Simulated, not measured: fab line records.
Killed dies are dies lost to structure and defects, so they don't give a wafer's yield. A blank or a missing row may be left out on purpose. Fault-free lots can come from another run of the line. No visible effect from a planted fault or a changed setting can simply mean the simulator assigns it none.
Chamber matching :: flow sky130 :: SKY_POLY_GATE_CLEAN_19 on wet_bench-02: 3 sister chambers
The step cleans in SC1/SC2, time 150 s. 3 wafers are shown with their chamber, then 5 later ones without.

EACH WAFER AND ITS CHAMBER
wafer: L493.6
chamber: 1
bath_heat_duty_pct (%): 11.1

wafer: L502.6
chamber: 2
bath_heat_duty_pct (%): 16.4

wafer: L504.1
chamber: 0
bath_heat_duty_pct (%): 15.7

WAFERS WHOSE CHAMBER IS MISSING
wafer: L504.3
bath_heat_duty_pct (%): 13.9

wafer: L504.6
bath_heat_duty_pct (%): 15.6

wafer: L505.1
bath_heat_duty_pct (%): 11.1

wafer: L505.3
bath_heat_duty_pct (%): 11.4

wafer: L505.5
bath_heat_duty_pct (%): 10.1

WHICH CHAMBER EACH WENT THROUGH
wafer: L504.3
from the rows above: can't be placed: 0 or 2 or 1
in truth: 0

wafer: L504.6
from the rows above: can't be placed: 0 or 2
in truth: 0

wafer: L505.1
from the rows above: 1
in truth: 1

wafer: L505.3
from the rows above: 1
in truth: 1

wafer: L505.5
from the rows above: 1
in truth: 1
Correct placement for 3 of the 5. Not placeable from these rows: 2 (in 2, the candidates include the true chamber). Number placed wrongly: 0.
How it was worked out, from the rows above alone: a wafer's distance from a chamber is the root of the sum, over the readings, of the square of ((its reading less the chamber's mean) divided by the reading's scatter). If the next closest chamber is less than 2 further off than the closest, the wafer can't be placed; otherwise it belongs to the closest. For every chamber, the mean is computed from those of its wafers that are shown. The scatter: with one shown wafer a chamber, the root of the mean of the squares of how far each hidden wafer lies from its nearest shown one.
